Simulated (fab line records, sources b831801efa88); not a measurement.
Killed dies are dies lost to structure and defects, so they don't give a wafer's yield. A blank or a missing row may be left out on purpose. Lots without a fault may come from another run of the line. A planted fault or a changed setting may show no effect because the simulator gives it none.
Which tool did it? | flow gf180mcu | 12 lots, 36 wafers sampled, at 6 steps of a route of 602

WHAT THE GAUGES READ, wafer by wafer
GF_M2_RS_MEAS_05: measures by four-point-probe.
lot  | measured     | on            | M2_ALCU_RS (ohm/sq)
L338 | day 17 23:01 | film_metro-04 | 0.0678 0.0677 0.0678
L341 | day 19 10:11 | film_metro-01 | 0.0688 0.0691 0.0694
L342 | day 19 20:10 | film_metro-02 | 0.0695 0.0709 0.0699
L343 | day 20 11:16 | film_metro-01 | 0.0703 0.0706 0.0706
L346 | day 21 21:10 | film_metro-01 | 0.0692 0.0694 0.0697
L350 | day 22 17:53 | film_metro-04 | 0.0686 0.0694 0.0687
L353 | day 23 20:17 | film_metro-01 | 0.0696 0.0696 0.0702
L355 | day 24 08:05 | film_metro-04 | 0.0708 0.0710 0.0709
L357 | day 25 02:33 | film_metro-04 | 0.0707 0.0706 0.0707
L358 | day 25 06:49 | film_metro-04 | 0.0703 0.0708 0.0698
L359 | day 26 03:39 | film_metro-02 | 0.0690 0.0693 0.0691
L361 | day 26 07:29 | film_metro-01 | 0.0713 0.0710 0.0710

GF_M2_THK_MEAS_06: measures by xrf.
lot  | measured     | on            | M2_ALCU_THK (nm)
L338 | day 17 23:08 | film_metro-04 | 467 469 467
L341 | day 19 10:19 | film_metro-01 | 464 461 460
L342 | day 19 20:16 | film_metro-02 | 454 447 456
L343 | day 20 11:22 | film_metro-01 | 453 447 447
L346 | day 21 21:17 | film_metro-01 | 456 457 456
L350 | day 22 17:59 | film_metro-04 | 462 455 462
L353 | day 23 20:24 | film_metro-01 | 456 457 455
L355 | day 24 08:11 | film_metro-04 | 448 445 447
L357 | day 25 02:40 | film_metro-04 | 446 449 445
L358 | day 25 06:55 | film_metro-04 | 448 447 451
L359 | day 26 03:46 | film_metro-02 | 460 455 455
L361 | day 26 07:35 | film_metro-01 | 445 446 447

GF_V2_THK_MEAS_03.
lot  | measured     | on            | V2_CVD_02_THK (nm)
L338 | day 19 00:17 | film_metro-01 | 850 867 855
L341 | day 20 12:12 | film_metro-02 | 834 832 849
L342 | day 20 21:38 | film_metro-03 | 835 835 850
L343 | day 21 11:26 | film_metro-01 | 633 643 867 633 642 866
L346 | day 22 22:14 | film_metro-03 | 628 624 639 627 625 639
L350 | day 23 17:41 | film_metro-03 | 854 854 866
L353 | day 24 18:42 | film_metro-02 | 850 863 864
L355 | day 25 06:20 | film_metro-02 | 840 844 862
L357 | day 26 00:32 | film_metro-03 | 843 837 863
L358 | day 26 05:17 | film_metro-03 | 849 868 861
L359 | day 27 00:40 | film_metro-03 | 859 868 864
L361 | day 27 04:38 | film_metro-03 | 846 860 865

GF_V2_CD_MEAS_14: target cd 260 nm.
lot  | measured     | on        | cd_nm (nm)
L338 | day 20 01:22 | cd_sem-02 | 259.1 260.6 260.8
L341 | day 21 12:45 | cd_sem-01 | 260.8 260.5 259.8
L342 | day 21 21:07 | cd_sem-01 | 258.6 258.6 257.6
L343 | day 22 11:35 | cd_sem-02 | 260.2 259.3 259.6
L346 | day 23 21:24 | cd_sem-02 | 259.0 260.8 260.3
L350 | day 24 16:17 | cd_sem-02 | 259.6 259.2 259.1
L353 | day 25 16:03 | cd_sem-02 | 261.2 259.5 260.1
L355 | day 26 04:07 | cd_sem-02 | 260.9 262.7 261.0
L357 | day 26 21:48 | cd_sem-02 | 260.2 262.4 260.6
L358 | day 27 02:34 | cd_sem-01 | 261.8 260.9 262.6
L359 | day 27 21:25 | cd_sem-02 | 259.8 259.4 259.8
L361 | day 28 00:59 | cd_sem-02 | 259.4 258.4 258.4

WHICH TOOL RAN EACH LOT (tool, then ch and the chambers of the sampled wafers, then the start)
lot  | GF_V2_CVD_02                    | GF_V2_CMP_04
L338 | pecvd-02 ch 1,2, day 19 00:13   | cmp-01 ch 0,2,3, day 19 00:21
L341 | pecvd-04 ch 0,1,2, day 20 12:08 | cmp-01 ch 0,3, day 20 12:16
L342 | pecvd-04 ch 0,2, day 20 21:34   | cmp-02 ch 0,2,3, day 20 21:47
L343 | pecvd-04 ch 0,1,2, day 21 11:21 | cmp-01 ch 1,3, day 21 14:20
L346 | pecvd-04 ch 0,1, day 22 22:10   | cmp-01 ch 0,2,3, day 23 07:01
L350 | pecvd-02 ch 1,2, day 23 17:36   | cmp-02 ch 2,3, day 23 17:47
L353 | pecvd-02 ch 0,1, day 24 18:38   | cmp-01 ch 0,2, day 24 18:46
L355 | pecvd-02 ch 0,1, day 25 06:16   | cmp-02 ch 2,3, day 25 06:23
L357 | pecvd-04 ch 0,2, day 26 00:28   | cmp-01 ch 0,1, day 26 00:36
L358 | pecvd-02 ch 0,1,2, day 26 05:12 | cmp-01 ch 0,1,2, day 26 05:37
L359 | pecvd-02 ch 1,2, day 27 00:35   | cmp-02 ch 0,1,3, day 27 00:46
L361 | pecvd-02 ch 0,2, day 27 04:33   | cmp-01 ch 1,2, day 27 04:41
- GF_V2_CVD_02: deposits SiO2 from TEOS, target thk 850 nm, time 94.851 s.
- GF_V2_CMP_04: polishes SiO2.

WHAT THE TOOLS THEMSELVES READ (means of the sampled wafers that have a number; where no wafer has one, the mark that the record gives instead)
GF_V2_CVD_02.
lot  | tool     | heater_power_outer_w (W) | heater_power_w (W)
L338 | pecvd-02 | 494                      | 907
L341 | pecvd-04 | 372                      | 631
L342 | pecvd-04 | 354                      | 619
L343 | pecvd-04 | 359                      | 605
L346 | pecvd-04 | 368                      | 605
L350 | pecvd-02 | 533                      | 954
L353 | pecvd-02 | 393                      | 692
L355 | pecvd-02 | 387                      | 682
L357 | pecvd-04 | 343                      | 619
L358 | pecvd-02 | 447                      | 807
L359 | pecvd-02 | 465                      | 822
L361 | pecvd-02 | 473                      | 865

GF_V2_CMP_04.
lot  | tool   | motor_current_A (A) | time_to_endpoint_s (s)
L338 | cmp-01 | 11.9                | 85
L341 | cmp-01 | 12.6                | 75
L342 | cmp-02 | 12.9                | 74
L343 | cmp-01 | 11.9                | 28
L346 | cmp-01 | 12.1                | 26
L350 | cmp-02 | 12.4                | 84
L353 | cmp-01 | 12.8                | 88
L355 | cmp-02 | 12.7                | 80
L357 | cmp-01 | 12.9                | 77
L358 | cmp-01 | 12.4                | 87
L359 | cmp-02 | 12.8                | 83
L361 | cmp-01 | 12.2                | 82

THE ANSWER, worked out from the rows above alone
Rule: what is usual is taken from the lots themselves. Put in order of their means at a reading, lots are off if they are a third of the lots or fewer, leave a main group of 4 or more, and stand apart from it by a gap of 3 or more times the standard deviation of the main group's means; of several such gaps the widest counts. A main group whose means are all the same, to the digits that the tables above print for the reading, isn't used. A lot without any number at a reading at which 4 lots or more have one is off too. The other lots that the step has rows for count as sound. The gauges are gone through in route order, then the tools' own readings, and for those a lot's mean is taken as printed above. The first step at which some lot is off is used, and at that step the reading that is off furthest; a lot without a number counts as furthest.
Off: L343, L346, at GF_V2_THK_MEAS_03 (V2_CVD_02_THK). The main group: mean 853 nm, standard deviation 8.3.
A tool fits if, at a process step before that reading, it ran every lot that is off, and no sound lot after the first of them. The gauges at GF_V2_THK_MEAS_03 aren't tried: what is off there is off at GF_V2_CMP_04 too, on other tools, and a gauge's error can't cause that. None of those tried fits.

WHAT THE SIMULATOR HAD PUT IN
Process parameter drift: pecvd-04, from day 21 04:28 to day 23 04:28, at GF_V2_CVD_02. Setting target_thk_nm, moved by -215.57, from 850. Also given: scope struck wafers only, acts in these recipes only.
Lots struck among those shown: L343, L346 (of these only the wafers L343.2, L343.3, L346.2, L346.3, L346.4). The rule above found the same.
